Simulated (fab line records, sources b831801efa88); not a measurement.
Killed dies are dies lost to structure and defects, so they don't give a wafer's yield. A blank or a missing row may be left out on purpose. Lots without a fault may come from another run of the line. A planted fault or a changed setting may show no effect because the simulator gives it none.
Chamber matching | flow sky130 | SKY_CAP2M_CVD_00 on pecvd-03: 3 sister chambers
The step deposits SiO2, target thk 15.5 nm. 6 wafers are shown with their chamber, then 8 later ones without.

WAFERS WITH THEIR CHAMBER
wafer  | chamber | heater_power_w (W)
L085.5 | 2       | 609
L085.6 | 1       | 619
L087.1 | 1       | 568
L087.2 | 2       | 703
L087.3 | 0       | 588
L087.4 | 0       | 575

WAFERS WITHOUT THEIR CHAMBER
wafer  | heater_power_w (W)
L087.5 | 570
L087.6 | 693
L090.1 | 643
L090.2 | 652
L090.3 | 516
L090.4 | 658
L090.5 | 534
L090.6 | 662

WHICH CHAMBER EACH WENT THROUGH
wafer  | from the rows above          | in truth
L087.5 | can't be placed: 0 or 1 or 2 | 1
L087.6 | can't be placed: 2 or 1 or 0 | 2
L090.1 | can't be placed: 2 or 1 or 0 | 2
L090.2 | can't be placed: 2 or 1 or 0 | 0
L090.3 | can't be placed: 0 or 1 or 2 | 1
L090.4 | can't be placed: 2 or 1 or 0 | 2
L090.5 | can't be placed: 0 or 1 or 2 | 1
L090.6 | can't be placed: 2 or 1 or 0 | 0
Placed correctly: 0 of 8. Can't be placed from these rows: 8 (the true chamber is among the candidates in 8). Placed wrongly: 0.
How it was worked out, from the rows above alone: a wafer's distance from a chamber is the root of the sum, over the readings, of the square of ((its reading less the chamber's mean) divided by the reading's scatter). The wafer belongs to the nearest chamber; if the next one is less than 2 further off, it can't be placed. A chamber's mean is the mean of its shown wafers. The scatter: the root of (the sum of the squares of (reading less its chamber's mean) over the shown wafers, divided by (wafers less chambers)).
